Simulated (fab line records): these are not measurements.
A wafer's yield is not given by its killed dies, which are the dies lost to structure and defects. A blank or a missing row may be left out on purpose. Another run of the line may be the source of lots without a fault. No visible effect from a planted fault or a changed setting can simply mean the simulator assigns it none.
Which tool was responsible? | flow gf180mcu | 39 wafers from 13 lots sampled at 5 of the route's 602 steps

WHAT EACH GAUGE READ, for each wafer
GF_HV_LDD_RS_MEAS_53: measurement is done with a four-point probe. Usual: HV_LDD_RS typically reads 418.6 ohm/sq, with standard deviation 0.85.
lot  | measured     | on            | HV_LDD_RS (ohm/sq) | flag
L929 | day 12 16:10 | film-metro-03 | 418.3 417.7 417.9  |
L930 | day 12 22:56 | film-metro-03 | 419.8 418.4 420.4  |
L931 | day 13 06:58 | film-metro-04 | 417.6 417.9 418.9  |
L933 | day 13 21:59 | film-metro-04 | 418.2 419.8 418.9  |
L937 | day 15 02:16 | film-metro-03 | 418.0 417.6 417.7  |
L938 | day 15 07:11 | film-metro-02 | 417.5 418.2 419.1  |
L941 | day 16 09:23 | film-metro-02 | 418.4 418.9 418.0  |
L942 | day 16 17:53 | film-metro-02 | 414.2 415.2 414.2  | OFF
L943 | day 17 03:37 | film-metro-02 | 414.3 415.3 414.4  | OFF
L944 | day 17 15:20 | film-metro-02 | 415.1 413.6 415.3  | OFF
L946 | day 18 04:52 | film-metro-03 | 419.6 418.9 419.4  |
L951 | day 20 06:34 | film-metro-02 | 418.5 418.3 419.0  |
L952 | day 20 10:02 | film-metro-04 | 418.4 418.8 419.8  |

GF_M2_OVL_MEAS_15. Usual: M2_OVL typically reads 1 nm, with standard deviation 5.9.
lot  | measured     | on         | M2_OVL (nm) | flag
L929 | day 19 13:03 | overlay-01 | -2 1 -7     |
L930 | day 19 21:26 | overlay-01 | -1 -2 5     |
L931 | day 20 07:18 | overlay-02 | 0 -3 -2     |
L933 | day 21 03:01 | overlay-01 | -10 -6 -2   |
L937 | day 22 08:36 | overlay-02 | -4 -9 1     |
L938 | day 22 11:52 | overlay-02 | -3 1 -2     |
L941 | day 23 16:46 | overlay-01 | 6 6 3       |
L942 | day 24 00:53 | overlay-01 | 4 6 1       |
L943 | day 24 10:12 | overlay-02 | 7 0 10      |
L944 | day 24 21:33 | overlay-02 | -2 -7 2     |
L946 | day 25 10:23 | overlay-01 | 7 12 6      |
L951 | day 27 05:48 | overlay-02 | -4 7 8      |
L952 | day 27 07:44 | overlay-02 | 1 0 -7      |

GF_V3_THK_MEAS_01. Usual: V3_CVD_00_THK typically reads 600 nm, with standard deviation 5.9.
lot  | measured     | on            | V3_CVD_00_THK (nm) | flag
L929 | day 21 17:53 | film-metro-01 | 593 591 594        |
L930 | day 22 03:05 | film-metro-01 | 611 597 600        |
L931 | day 22 11:52 | film-metro-01 | 596 608 600        |
L933 | day 23 05:37 | film-metro-02 | 600 596 601        |
L937 | day 24 09:50 | film-metro-02 | 602 599 595        |
L938 | day 24 13:02 | film-metro-03 | 600 603 607        |
L941 | day 25 16:17 | film-metro-02 | 606 600 594        |
L942 | day 25 23:23 | film-metro-01 | 602 590 592        |
L943 | day 26 09:13 | film-metro-03 | 606 609 601        |
L944 | day 26 20:42 | film-metro-02 | 600 602 600        |
L946 | day 27 07:43 | film-metro-02 | 595 594 596        |
L951 | day 29 01:37 | film-metro-01 | 599 605 598        |
L952 | day 29 03:34 | film-metro-03 | 598 593 601        |

TOOL THAT RAN EACH LOT (tool first, then ch and the chambers of the sampled wafers, then the start)
lot  | GF_HV_LDD_IMPLANT_34            | GF_M3_SPUTTER_01
L929 | implanter-02 ch 0, day 11 19:53 | pvd-sputter-02, day 20 16:46
L930 | implanter-02 ch 0, day 12 02:13 | pvd-sputter-01, day 21 01:35
L931 | implanter-02 ch 0, day 12 10:02 | pvd-sputter-01, day 21 11:01
L933 | implanter-02 ch 0, day 13 00:47 | pvd-sputter-01, day 22 05:34
L937 | implanter-03 ch 0, day 14 04:38 | pvd-sputter-02, day 23 10:47
L938 | implanter-02 ch 0, day 14 08:37 | pvd-sputter-01, day 23 13:43
L941 | implanter-02 ch 0, day 15 10:47 | pvd-sputter-02, day 24 17:48
L942 | implanter-02 ch 0, day 15 18:19 | pvd-sputter-03, day 25 01:23
L943 | implanter-02 ch 0, day 16 03:50 | pvd-sputter-02, day 25 11:05
L944 | implanter-02 ch 0, day 16 14:44 | pvd-sputter-02, day 25 22:46
L946 | implanter-04 ch 0, day 17 04:41 | pvd-sputter-02, day 26 10:11
L951 | implanter-04 ch 0, day 19 05:08 | pvd-sputter-01, day 28 04:56
L952 | implanter-03 ch 0, day 19 08:34 | pvd-sputter-03, day 28 06:52
- GF_HV_LDD_IMPLANT_34
- GF_M3_SPUTTER_01: material TiN, target thk 30 nm, time 25 s.

WHAT THE TOOLS THEMSELVES READ (means of the sampled wafers that have a number; where no wafer has one, the mark that the record gives instead)
GF_HV_LDD_IMPLANT_34. Usual: dose-ions-cm2 7.499e+12, standard deviation 7.8e+09; faraday-current-uA 42.3, standard deviation 0.75.
lot  | tool         | dose-ions-cm2 | faraday-current-uA | flag
L929 | implanter-02 | 7.487e+12     | 42.7               |
L930 | implanter-02 | 7.499e+12     | 42.8               |
L931 | implanter-02 | 7.503e+12     | 42.5               |
L933 | implanter-02 | 7.504e+12     | 42.1               |
L937 | implanter-03 | 7.496e+12     | 42.5               |
L938 | implanter-02 | 7.501e+12     | 42.5               |
L941 | implanter-02 | 7.494e+12     | 42.8               |
L942 | implanter-02 | 8.755e+12     | 49.0               | OFF
L943 | implanter-02 | 8.770e+12     | 49.8               | OFF
L944 | implanter-02 | 8.766e+12     | 49.4               | OFF
L946 | implanter-04 | 7.506e+12     | 42.8               |
L951 | implanter-04 | 7.490e+12     | 42.0               |
L952 | implanter-03 | 7.493e+12     | 42.9               |

GF_M3_SPUTTER_01. Usual: chamber-pressure-pa 0.4000 Pa, standard deviation 0.00077; throttle-valve-pct 30.3 %, standard deviation 0.96.
lot  | tool           | chamber-pressure-pa (Pa) | throttle-valve-pct (%) | flag
L929 | pvd-sputter-02 | 0.3996                   | 30.4                   |
L930 | pvd-sputter-01 | 0.3996                   | 30.4                   |
L931 | pvd-sputter-01 | 0.3997                   | 30.1                   |
L933 | pvd-sputter-01 | 0.4002                   | 29.7                   |
L937 | pvd-sputter-02 | 0.4007                   | 30.4                   |
L938 | pvd-sputter-01 | 0.4001                   | 30.5                   |
L941 | pvd-sputter-02 | 0.3997                   | 30.1                   |
L942 | pvd-sputter-03 | 0.3994                   | 30.8                   |
L943 | pvd-sputter-02 | 0.3999                   | 30.1                   |
L944 | pvd-sputter-02 | 0.3997                   | 29.9                   |
L946 | pvd-sputter-02 | 0.4000                   | 30.2                   |
L951 | pvd-sputter-01 | 0.4000                   | 30.5                   |
L952 | pvd-sputter-03 | 0.3995                   | 29.9                   |

THE ANSWER, worked out from the rows above alone
Rule: take the mean of a lot's wafers that have a number; if it is more than 3 standard deviations from the usual mean, the lot is off. A lot without any number at a reading at which 4 lots or more have one is off too. All remaining lots with rows at the step are treated as sound. First the gauges in route order, then the tools' own readings, where a lot's mean is used as printed above. The first step at which some lot is off is used, and at that step the reading that is off furthest; a lot without a number counts as furthest.
Off: L942, L943, L944, seen at GF_HV_LDD_RS_MEAS_53 (HV_LDD_RS).
A tool fits if, at a process step before that reading, it ran every lot that is off, and no sound lot after the first of them. Not tried: the gauges at GF_HV_LDD_RS_MEAS_53; whatever is off there is also off at GF_HV_LDD_IMPLANT_34, on other tools, and gauge error can't account for it. One candidate fits, namely implanter-02 at GF_HV_LDD_IMPLANT_34. A fault onset in the window from L941 (day 15 10:47, its last sound lot) to L942 (day 15 18:19, its first lot off) fits.
The tool's own readings at GF_HV_LDD_IMPLANT_34 bear it out: on the lots that are off they differ by more than 5 times the standard deviation of the sound lots' means. dose-ions-cm2 reads 8.764e+12 there against 7.497e+12 on the sound lots; faraday-current-uA reads 49.4 there against 42.6 on the sound lots.

WHAT WAS PUT IN BY THE SIMULATOR
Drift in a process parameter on implanter-02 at GF_HV_LDD_IMPLANT_34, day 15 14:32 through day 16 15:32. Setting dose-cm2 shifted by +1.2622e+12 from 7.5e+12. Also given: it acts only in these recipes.
Shown lots that were struck: L942, L943, L944. The rule given above showed the same thing.
